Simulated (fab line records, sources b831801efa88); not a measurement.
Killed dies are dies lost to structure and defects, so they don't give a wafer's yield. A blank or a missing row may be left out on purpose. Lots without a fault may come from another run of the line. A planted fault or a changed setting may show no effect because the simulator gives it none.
Which tool did it? | flow sky130 | 11 lots, 33 wafers sampled, at 5 steps of a route of 708

WHAT THE GAUGES READ, wafer by wafer
The record holds no reading of a measuring or inspecting step that can be judged against a usual standard deviation.

WHICH TOOL RAN EACH LOT (tool, then ch and the chambers of the sampled wafers, then the start)
lot  | SKY_METAL3_ETCH_16                | SKY_METAL3_STRIP_19                  | SKY_VIA4_STRIP_14               | SKY_VIA4_SPUTTER_17          | SKY_PAD_OPEN_PROBE_99
L865 | rie_metal-04 ch 1, day 38 19:57   | plasma_asher-02 ch 1, day 38 20:14   | wet_bench-04 ch 3, day 43 01:56 | pvd_sputter-01, day 43 02:26 | -
L869 | rie_metal-04 ch 0,1, day 39 18:21 | plasma_asher-02 ch 0,1, day 39 18:38 | wet_bench-04 ch 1, day 43 22:52 | pvd_sputter-02, day 43 23:25 | -
L870 | rie_metal-02 ch 0,1, day 40 01:33 | plasma_asher-01 ch 0,1, day 40 01:51 | wet_bench-03 ch 0, day 44 07:07 | pvd_sputter-02, day 44 07:37 | prober-02, day 47 03:23
L872 | rie_metal-02 ch 0,1, day 40 15:30 | plasma_asher-01 ch 0,1, day 40 15:47 | wet_bench-03 ch 3, day 44 18:29 | pvd_sputter-01, day 44 19:01 | -
L878 | rie_metal-04 ch 0,1, day 43 08:27 | plasma_asher-01 ch 0,1, day 43 08:44 | wet_bench-04 ch 3, day 47 03:46 | pvd_sputter-02, day 47 04:18 | prober-01, day 49 16:13
L879 | rie_metal-02 ch 0,1, day 43 10:24 | plasma_asher-02 ch 0,1, day 43 10:41 | wet_bench-03 ch 0, day 47 05:23 | pvd_sputter-02, day 47 06:18 | prober-01, day 49 17:50
L882 | rie_metal-02 ch 0,1, day 43 11:24 | plasma_asher-01 ch 0,1, day 43 11:41 | wet_bench-04 ch 0, day 47 07:38 | pvd_sputter-03, day 47 08:13 | -
L883 | rie_metal-04 ch 0,1, day 43 12:58 | plasma_asher-02 ch 0,1, day 43 13:16 | wet_bench-04 ch 0, day 47 08:55 | pvd_sputter-03, day 47 09:28 | -
L884 | rie_metal-02 ch 0,1, day 43 16:18 | plasma_asher-03 ch 0,1, day 43 16:35 | wet_bench-01 ch 1, day 47 12:22 | pvd_sputter-01, day 47 12:52 | -
L885 | rie_metal-02 ch 0,1, day 44 01:03 | plasma_asher-02 ch 0, day 44 01:20   | wet_bench-04 ch 0, day 47 18:20 | pvd_sputter-02, day 47 18:53 | -
L888 | rie_metal-02 ch 1, day 44 22:12   | plasma_asher-02 ch 1, day 44 22:40   | wet_bench-03 ch 0, day 48 13:29 | pvd_sputter-02, day 48 14:01 | -
- SKY_METAL3_ETCH_16: etches BARC in N2/H2, stops on SiO2, time 88.2 s, target depth 60 nm.
- SKY_METAL3_STRIP_19: strips in O2/N2.
- SKY_VIA4_STRIP_14: strips in post etch residue remover, time 1200 s.
- SKY_VIA4_SPUTTER_17: material TiN, target thk 20 nm, time 80 s.
- SKY_PAD_OPEN_PROBE_99

WHAT THE TOOLS THEMSELVES READ (means of the sampled wafers that have a number; where no wafer has one, the mark that the record gives instead)
SKY_METAL3_ETCH_16. Usual: drypump_motor_current_A 6.1 A, standard deviation 0.37; oes_product_au 0.626 a.u., standard deviation 0.0048; rf_fwd_power_W 496.5 W, standard deviation 2.1; throttle_valve_pct 13.204 %, standard deviation 0.0088.
lot  | tool         | drypump_motor_current_A (A) | oes_product_au (a.u.) | rf_fwd_power_W (W) | throttle_valve_pct (%) | flag
L865 | rie_metal-04 | 6.6                         | 0.625                 | 497.2              | 13.200                 |
L869 | rie_metal-04 | 6.1                         | 0.624                 | 494.7              | 13.204                 |
L870 | rie_metal-02 | 5.8                         | 0.625                 | 494.9              | 13.207                 |
L872 | rie_metal-02 | 5.7                         | 0.629                 | 496.3              | 13.204                 |
L878 | rie_metal-04 | 6.1                         | 0.626                 | 496.6              | 13.207                 |
L879 | rie_metal-02 | 6.0                         | 0.629                 | 496.7              | 13.198                 |
L882 | rie_metal-02 | 6.0                         | 0.623                 | 497.0              | 13.194                 |
L883 | rie_metal-04 | 6.3                         | 0.631                 | 495.2              | 13.208                 |
L884 | rie_metal-02 | 5.8                         | 0.620                 | 497.4              | 13.201                 |
L885 | rie_metal-02 | 6.0                         | 0.632                 | 498.0              | 13.202                 |
L888 | rie_metal-02 | 5.6                         | 0.625                 | 498.5              | 13.198                 |

SKY_METAL3_STRIP_19. Usual: chamber_pressure_mTorr 1500.1 mTorr, standard deviation 1.3; drypump_motor_current_A 5.7 A, standard deviation 0.57; oes_product_au 0.504 a.u., standard deviation 0.0059; strip_time_to_endpoint_s 6.59 s, standard deviation 0.073.
lot  | tool            | chamber_pressure_mTorr (mTorr) | drypump_motor_current_A (A) | oes_product_au (a.u.) | strip_time_to_endpoint_s (s) | flag
L865 | plasma_asher-02 | 1501.4                         | 6.5                         | 0.502                 | 6.52                         |
L869 | plasma_asher-02 | 1500.3                         | 5.5                         | 0.505                 | 6.59                         |
L870 | plasma_asher-01 | 1500.6                         | 5.8                         | 0.506                 | 6.57                         |
L872 | plasma_asher-01 | 1499.9                         | 5.8                         | 0.509                 | 6.64                         |
L878 | plasma_asher-01 | 1499.8                         | 5.5                         | 0.508                 | 6.61                         |
L879 | plasma_asher-02 | 1499.5                         | 5.5                         | 0.501                 | 6.61                         |
L882 | plasma_asher-01 | 1500.2                         | 5.8                         | 0.503                 | 6.62                         |
L883 | plasma_asher-02 | 1500.1                         | 5.5                         | 0.501                 | 6.52                         |
L884 | plasma_asher-03 | 1500.3                         | 5.9                         | 0.500                 | 6.54                         |
L885 | plasma_asher-02 | 1501.9                         | 5.1                         | 0.500                 | 6.57                         |
L888 | plasma_asher-02 | 1499.9                         | 6.4                         | 0.503                 | 6.55                         |

SKY_VIA4_STRIP_14. Usual: bath_guard_temp_C 72.2 C, standard deviation 0.76; bath_heat_duty_pct 14.6 %, standard deviation 1.7.
lot  | tool         | bath_guard_temp_C (C) | bath_heat_duty_pct (%) | flag
L865 | wet_bench-04 | 71.5                  | 13.8                   |
L869 | wet_bench-04 | -                     | -                      | OFF
L870 | wet_bench-03 | -                     | -                      | OFF
L872 | wet_bench-03 | 72.7                  | 16.1                   |
L878 | wet_bench-04 | 71.4                  | 14.0                   |
L879 | wet_bench-03 | 73.4                  | 16.9                   |
L882 | wet_bench-04 | 71.6                  | 14.1                   |
L883 | wet_bench-04 | 71.7                  | 14.2                   |
L884 | wet_bench-01 | 72.2                  | 13.4                   |
L885 | wet_bench-04 | 71.6                  | 13.7                   |
L888 | wet_bench-03 | 73.3                  | 16.4                   |

SKY_VIA4_SPUTTER_17. Usual: throttle_valve_pct 29.8 %, standard deviation 0.94.
lot  | tool           | throttle_valve_pct (%) | flag
L865 | pvd_sputter-01 | 30.5                   |
L869 | pvd_sputter-02 | 29.0                   |
L870 | pvd_sputter-02 | 29.4                   |
L872 | pvd_sputter-01 | 30.2                   |
L878 | pvd_sputter-02 | 30.6                   |
L879 | pvd_sputter-02 | 30.0                   |
L882 | pvd_sputter-03 | 30.5                   |
L883 | pvd_sputter-03 | 30.4                   |
L884 | pvd_sputter-01 | 29.8                   |
L885 | pvd_sputter-02 | 30.4                   |
L888 | pvd_sputter-02 | 29.1                   |

SKY_PAD_OPEN_PROBE_99. Usual: defect_limited_yield 82.7 %, standard deviation 2; killed_at_M0_to_M3 42, standard deviation 6.8; killed_at_M4_up 3.2, standard deviation 1.8; killed_at_contacts 25, standard deviation 5.4; killed_at_front_end 15, standard deviation 4.5; killed_at_other 0.3, standard deviation 0.56; killed_dies 85, standard deviation 9.7; killed_open 46, standard deviation 7.1; killed_short 39, standard deviation 6.5; sort_bin_3_pad_short 0.9 %, standard deviation 0.42; sort_bin_5_function 10.4 %, standard deviation 1.5; sort_bin_6_memory 6.1 %, standard deviation 1.1; sort_n_pass 407, standard deviation 9.7; sort_yield_pct 82.7 %, standard deviation 2.
lot  | tool      | defect_limited_yield (%) | killed_at_M0_to_M3 | killed_at_M4_up | killed_at_contacts | killed_at_front_end | killed_at_other | killed_dies | killed_open | killed_short | sort_bin_3_pad_short (%) | sort_bin_5_function (%) | sort_bin_6_memory (%) | sort_n_pass | sort_yield_pct (%) | flag
L870 | prober-02 | 83.7                     | 30                 | 3.0             | 34                 | 12                  | 1.0             | 80          | 47          | 33           | 0.8                      | 9.8                     | 5.7                   | 412         | 83.7               |
L878 | prober-01 | 81.6                     | 46                 | 2.7             | 27                 | 15                  | 0.0             | 91          | 52          | 39           | 0.7                      | 11.4                    | 6.3                   | 401         | 81.6               |
L879 | prober-01 | 80.8                     | 49                 | 3.3             | 27                 | 14                  | 0.3             | 95          | 49          | 45           | 1.1                      | 11.2                    | 6.9                   | 397         | 80.8               |

THE ANSWER, worked out from the rows above alone
Rule: a lot is off if the mean of its wafers that have a number lies more than 3 standard deviations from the usual mean. A lot without any number at a reading at which 4 lots or more have one is off too. The other lots that the step has rows for count as sound. The gauges are gone through in route order, then the tools' own readings, and for those a lot's mean is taken as printed above. The first step at which some lot is off is used, and at that step the reading that is off furthest; a lot without a number counts as furthest.
Off: L869, L870, at SKY_VIA4_STRIP_14 (bath_guard_temp_C). Without a number there: L869, L870.
A tool fits if, at that step or a process step before it, it ran every lot that is off, and no sound lot after the first of them. None of those tried fits.

WHAT THE SIMULATOR HAD PUT IN
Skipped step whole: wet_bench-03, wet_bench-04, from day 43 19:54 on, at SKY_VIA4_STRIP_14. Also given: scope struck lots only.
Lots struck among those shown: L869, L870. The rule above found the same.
